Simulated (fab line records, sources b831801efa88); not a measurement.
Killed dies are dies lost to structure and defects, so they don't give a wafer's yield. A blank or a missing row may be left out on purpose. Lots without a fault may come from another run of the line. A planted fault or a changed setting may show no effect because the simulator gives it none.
fab line records | flow gf180mcu
record lots=7 wafers=21 last_day=33
route steps=602 shown MIM@520 M5@526
lots that met no fault: from a run of the same line without faults
start_h: hours from the record's first day to the start of the lot's first wafer shown | wait_h: hours since the lot's step before | " the same as in the row above | L1.1+2: a row that stands for several wafers | - no value, or no start given | * or withheld: withheld | < > ~ a bound
route shown NAME@n: a module of which the file shows steps, and the number in the route of the first | usual: mean/standard deviation of fault-free wafers | same: alike in all rows | chamber/n: place in a boat | sites: the reading at each site | _std_site: their standard deviation | _edge_site: outer sites' mean less inner sites' | radius_mm: how far each site lies from the wafer's centre | mask NAME#n: copy n | behind: the tool/chamber that last shaped the wafer | hold: why the lot was held/for how many hours/how that ended | device: the transistor (n, p or np) that didn't switch | end of line: the same wafers' tests at the end of the route | a step without rows: its recipe alone | killed: dies lost to structure and defects at the first sort, not the wafer's yield | map: a wafer's dies, x killed, . not, _ none there
set.NAME: the setting as run; set.NAME@STEP: as run at that earlier step | model.NAME: the simulator's own value behind a step, which no gauge read
lots at some steps of the route; a table a step, a row a wafer
services: from which hour (start_h, from the record's first day; less than 0 if before it) a tool's chamber was out of use, for how many hours, and why
## steps
# step GF_MIM_PEB_17
# recipe temp_c=withheld time_s=* resist=NOVOLAK
# step GF_MIM_DEVELOP_18
# recipe develop_time_s=60 dev_temp_c=23
# step GF_MIM_METAL_ETCH_19
# recipe chemistry=Cl2/BCl3 mask_material=NOVOLAK stop_on=Si3N4 target_depth_nm=324.5 pressure_mtorr=8 icp_w=800 bias_w=140 Cl2_flow_sccm=80 bcl3_flow_sccm=40 time_s=54.1
# usual drypump_motor_current_A=5.8/0.31 oes_product_au=0.943/0.007 rf_fwd_power_W=792.3/2.7 throttle_valve_pct=28.281/0.012
# columns lot.wafer tool chamber start_h wait_h drypump_motor_current_A oes_product_au rf_fwd_power_W rf_hours_counter_h throttle_valve_pct
L643.1 rie_metal-04 0 591.88 0.1 5.4 0.939 790.0 12 28.280
L643.4 " 1 " " 6.1 0.934 786.9 - 28.293
L643.5 " 0 " " 5.4 0.939 794.7 - 28.272
L644.2 rie_metal-01 1 602.58 0.1 5.5 0.944 790.0 8 28.260
L644.3 " 0 " " 6.0 0.942 794.6 - 28.268
L644.5 " 1 " " 5.5 0.948 789.7 - 28.291
L645.3 rie_metal-01 0 612.05 0.1 5.9 0.935 796.0 - 28.289
L645.4 " 1 " " 5.5 0.939 788.6 - 28.287
L645.5 " 1 " " 5.5 0.944 794.4 - 28.280
L646.1 rie_metal-01 0 614.56 0.1 5.9 0.950 794.0 4 28.283
L646.4 " 1 " " 5.5 0.947 791.1 - 28.290
L646.5 " 0 " " 5.9 0.955 793.8 - 28.272
L652.1 rie_metal-01 1 663.18 0.1 5.5 0.939 792.1 11 28.270
L652.2 " 0 " " 6.0 0.942 794.4 5 28.276
L652.3 " 1 " " 5.5 0.952 792.5 - 28.268
L656.1 rie_metal-01 0 691.81 0.1 5.9 0.941 795.1 6 28.287
L656.3 " 1 " " 5.5 0.943 794.4 - 28.291
L656.6 " 1 " " 5.5 0.930 795.8 - 28.278
L661.2 rie_metal-04 0 722.38 0.1 5.4 0.939 791.6 3 28.273
L661.5 " 1 " " 6.1 0.939 793.1 - 28.285
L661.6 " 0 " " 5.4 0.952 792.2 - 28.269
# step GF_MIM_STRIP_20
# recipe chemistry=O2/N2 power_w=1400 pressure_mtorr=1500 platen_temp_c=250 o2_flow_sccm=3000 n2_flow_sccm=300 overash_fraction=0.5
# usual drypump_motor_current_A=6.0/0.55 heater_power_w=350/29 n2_flow_sccm=300.1/0.95 oes_product_au=0.691/0.0048 strip_time_to_endpoint_s=11.20/0.04
# columns lot.wafer tool chamber start_h wait_h drypump_motor_current_A heater_power_w n2_flow_sccm oes_product_au rf_hours_counter_h strip_time_to_endpoint_s
L643.1 plasma_asher-03 1 591.95 0.0 6.7 378 299.5 0.691 81 11.12
L643.4 " 1 " " 6.7 379 300.1 0.683 - 11.14
L643.5 " 1 " " 6.7 375 299.7 0.692 - 11.16
L644.2 plasma_asher-03 1 602.65 0.0 6.7 374 299.3 0.700 82 11.22
L644.3 " 0 " " 6.3 357 301.8 0.701 - 11.17
L644.5 " 1 " " 6.7 370 299.6 0.695 - 11.25
L645.3 plasma_asher-04 0 612.13 0.1 6.1 357 301.0 0.690 - 11.17
L645.4 " 1 " " 5.3 287 300.8 0.689 - 11.14
L645.5 " 1 " " 5.3 289 301.1 0.689 - 11.16
L646.1 plasma_asher-03 0 614.63 0.0 6.3 352 301.7 0.694 83 11.18
L646.4 " 1 " " 6.7 382 300.0 0.687 - 11.22
L646.5 " 1 " " 6.7 377 299.9 0.685 - 11.15
L652.1 plasma_asher-04 0 663.25 0.0 6.0 358 299.5 0.696 111 11.24
L652.2 " 1 " " 5.3 295 300.3 0.691 111 11.22
L652.3 " 0 " " 6.0 368 300.4 0.696 - 11.22
L656.1 plasma_asher-04 0 691.88 0.0 6.0 372 299.5 0.689 113 11.21
L656.3 " 1 " " 5.3 291 299.5 0.686 - 11.20
L656.6 " 1 " " 5.3 293 299.2 0.685 - 11.18
L661.2 plasma_asher-04 1 722.45 0.0 5.3 285 297.9 0.692 116 11.22
L661.5 " 0 " " 6.0 364 301.7 0.696 - 11.24
L661.6 " 1 " " 5.3 300 299.0 0.689 - 11.19
# step GF_MIM_STRIP_21
# recipe chemistry=post_etch_residue_remover time_s=1200 temp_c=72.5
# step GF_MIM_CLEAN_22
# recipe chemistry=DIW dry=n2_spin
# step GF_M5_DEHYDRATE_00
# recipe temp_c=200 time_s=60
# step GF_M5_HMDS_01
# recipe prime_time_s=60 prime_temp_c=120
# step GF_M5_COAT_02
# recipe resist=KrF spin_rpm=withheld resist_thk_nm=1000
# step GF_M5_SOFTBAKE_03
# recipe temp_c=130 time_s=60 resist=KrF
# step GF_M5_EXPOSE_04
# recipe mask_id=Metal5 target_cd_nm=280 na=0.68 source_shape=conventional sigma_outer=0.6 dose_mj=28
# step GF_M5_PEB_05
# recipe peb_temp_c=135 peb_time_s=90 resist=KrF
# step GF_M5_DEVELOP_06
# recipe develop_time_s=60 dev_temp_c=21
# usual chill_plate_temp_C=23.00/0.11 develop_time_s=60/0
# columns lot.wafer tool chamber start_h wait_h chill_plate_temp_C develop_time_s model.KrF_of_M5_COAT_02.thk_nm
L643.1 litho_track-03 0 612.86 0.2 23.05 60 986.8
L643.4 " 0 " " 23.20 60 990.3
L643.5 " 0 " " 23.29 60 988.3
L644.2 litho_track-01 - 623.50 0.2 - - 999.4
L644.3 " - " " - - 999.1
L644.5 " - " " - - 1001
L645.3 litho_track-03 - 632.76 0.1 - - 1005
L645.4 " - " " - - 1001
L645.5 " - " " - - 999.7
L646.1 litho_track-03 - 634.06 0.2 - - 1001
L646.4 " - " " - - 1001
L646.5 " - " " - - 1001
L652.1 litho_track-02 0 681.96 0.2 23.13 60 984.3
L652.2 " 0 " " 23.05 60 984.4
L652.3 " 0 " " 23.05 60 987.5
L656.1 litho_track-03 0 710.51 0.2 22.86 60 987.9
L656.3 " 0 " " 22.85 60 983.1
L656.6 " 0 " " 22.90 60 984.1
L661.2 litho_track-03 0 739.64 0.2 22.88 60 984.9
L661.5 " 0 " " 22.88 60 984.5
L661.6 " 0 " " 22.90 60 986.9
# step GF_M5_CD_MEAS_07
# recipe target_cd_nm=280
# usual cd_nm=280.1/1.2
# columns lot.wafer tool chamber start_h wait_h cd_nm
L643.1 cd_sem-01 - 613.01 0.1 281.3
L643.4 " - " " 280.5
L643.5 " - " " 280.5
L644.2 cd_sem-02 - 623.65 0.1 -
L644.3 " - " " -
L644.5 " - " " -
L645.3 cd_sem-02 - 632.90 0.1 -
L645.4 " - " " -
L645.5 " - " " -
L646.1 cd_sem-02 - 634.21 0.1 -
L646.4 " - " " -
L646.5 " - " " -
L652.1 cd_sem-01 - 682.11 0.1 279.8
L652.2 " - " " 281.3
L652.3 " - " " 279.7
L656.1 cd_sem-01 - 710.66 0.1 282.5
L656.3 " - " " 281.9
L656.6 " - " " 282.5
L661.2 cd_sem-02 - 739.78 0.1 281.0
L661.5 " - " " 278.9
L661.6 " - " " 280.5
## services
# columns tool chamber start_h hours kind
plasma_asher-04 - 619.48 2.4 repair
rie_metal-04 0 624.79 7.1 repair
litho_track-01 - 628.97 - consumable_replace:filter
rie_metal-04 0 631.89 - clean
rie_metal-04 0 631.89 22.4 scheduled_down
rie_metal-04 0 631.89 22.4 vent_cycle
litho_track-02 - 633.47 - consumable_replace:filter
litho_track-03 - 658.25 - consumable_replace:filter
plasma_asher-04 - 671.18 1.6 repair
plasma_asher-03 - 688.28 2.8 pm
rie_metal-04 1 695.01 - clean
rie_metal-04 1 695.01 17.7 scheduled_down
rie_metal-04 1 695.01 17.7 vent_cycle
plasma_asher-04 - 702.35 2.8 pm
plasma_asher-04 - 733.75 9.0 pm
plasma_asher-04 0 733.75 9.0 vent_cycle
plasma_asher-04 1 733.75 9.0 vent_cycle
## key
first_sign step=GF_M5_DEVELOP_06 reading=tool_record direction=missing
effect none on later readings
model_effect step=GF_M5_DEVELOP_06 value=KrF_of_M5_COAT_02.thk_nm without=985.9 struck=1001
met_at GF_M5_DEVELOP_06
struck_wafers L644.2,L644.3,L644.5,L645.3,L645.4,L645.5,L646.1,L646.4,L646.5
later_rows_left_out L644.2,L644.3,L644.5,L645.3,L645.4,L645.5,L646.1,L646.4,L646.5
sort_left_out L644.2,L644.3,L644.5,L645.3,L645.4,L645.5,L646.1,L646.4,L646.5
onset_between 612.86 623.50
fault kind=skipped_step_whole tool=litho_track-01,litho_track-03 chamber=- onset_h=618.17 steps=GF_M5_DEVELOP_06 scope=struck_lots_only
# sort_left_out: the simulated sort isn't trusted on such a fault, so these wafers' sort isn't shown, and their yield isn't known
# later_rows_left_out: the simulator's readings of these wafers behind a module that went badly wrong aren't trusted and aren't shown, but for the sort
